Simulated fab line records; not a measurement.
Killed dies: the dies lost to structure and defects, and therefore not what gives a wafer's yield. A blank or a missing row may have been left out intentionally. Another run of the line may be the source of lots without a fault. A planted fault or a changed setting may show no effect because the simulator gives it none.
Problem report in the 8D (eight disciplines) form, filled by code ; flow gf180mcu ; the parts of the form that need people (team, actions taken, sign-off) are left out

1. WHAT IS WRONG
V5_CVD_02_THK at GF_V5_THK_MEAS_03 reads a mean of 782 nm on 2 wafers of 1 lot; wafers without a fault read 1450 nm with a standard deviation of 16. That puts it -42 standard deviations away from the usual mean.
First seen on wafer L102.5, day 30 17:30, on film metro-03. The record holds 36 wafers of 12 lots with a number at this step. By rule, "out" or "out of limits" means more than 4 standard deviations away from the usual mean. The rest of the wafers with a number are treated as sound.

2. WHAT IT IS; WHAT IT IS NOT
question;is;is not
which readings at this step;V5_CVD_02_THK;-
which lots;L102;L103, L106, L107, L109, L110, L111, L988, L989, L990, L991, L992
which wafers of those lots;L102.5, L102.6;L102.3
read on which gauges;film metro-03;film metro-02, film metro-04
when;from day 30 17:30;"up to then (16 sound wafers); but 18 sound wafers of L103, L106, L107, L109, L110, L111 came after"

3. THE SUSPECTS, EACH WITH WHAT RULES IT OUT
Counting: if a tool at a process step up to the reading ran every lot that is out, it stays a suspect. Sound lots after the first of them don't rule it out here, since some wafers of a struck lot are sound.
- ruled out: the gauge at GF_V5_THK_MEAS_03. All the wafers that are out were read on film metro-03, but those of them that GF_V5_ETCH_17 has rows for are out there too, on other tools.
- pvd sputter-04 at GF_MIM_SPUTTER_09 (material TiN, target thk 35 nm, time 29.2 s): kept. L102, the lot that is out, went through it at day 29 02:56; up to then, the latest sound lot through it was L990 at day 24 22:34.
- pecvd-01 at GF_V5_CVD_02 (deposits SiO2 from TEOS, target thk 1450 nm, time 163.28 s): kept. L102, the lot that is out, went through it at day 30 17:22; up to then, the latest sound lot through it was L992 at day 27 09:57.
- Within pecvd-01 at GF_V5_CVD_02: the wafers that are out ran in chambers 1, 2; their sound lot-mates ran in chamber 0.
Remaining after the count are pvd sputter-04 at GF_MIM_SPUTTER_09 and pecvd-01 at GF_V5_CVD_02.

4. THE CAUSE (what the simulator had put in)
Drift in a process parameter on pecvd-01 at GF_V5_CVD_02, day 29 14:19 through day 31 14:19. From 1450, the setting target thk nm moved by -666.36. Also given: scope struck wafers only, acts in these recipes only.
Of the 2 suspects that counting leaves, this tool is one.

5. SEQUENCE OF EFFECTS, ordered by route
One row per reading whose mean, taken over the struck wafers that have a number, lies over 3 standard deviations from the usual. Only readings whose record carries a usual standard deviation are examined. hours: median over the lots of the time between each lot's start at the first step of this table that gives one and its start at this step. sigmas: the change, counted in usual standard deviations.
hours;step;reading;usual;on struck wafers;change;sigmas
0;GF_V5_THK_MEAS_03;V5_CVD_02_THK;1450 nm;782;-668;-42
-;GF_V5_ETCH_17;oes product au;0.859 a.u.;0.824;-0.035;-7.6
It contains these process steps:
- GF_V5_ETCH_17: etches SiO2 in C4F8/O2/Ar, stops on TiN, target depth 855 nm.
At these later measuring or inspecting steps, every struck wafer for which the step has a row has a number for every such reading, and none has moved that far: GF_V5_CD_MEAS_14.

6. WHAT WOULD HAVE CAUGHT IT SOONER
27 hours passed between the start of the fault at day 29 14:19 and the first reading out of limits at a measuring or inspecting step in this record, taken at day 30 17:30.
Tool readings at GF_V5_CVD_02 with a usual standard deviation given in the record: none out on any struck wafer, hence no alarm at a limit of 4 standard deviations on them.
Lots out: 1; all had begun GF_V5_CVD_02 on pecvd-01 by day 30 17:30. Holding the tool at that point would not have protected any of them.
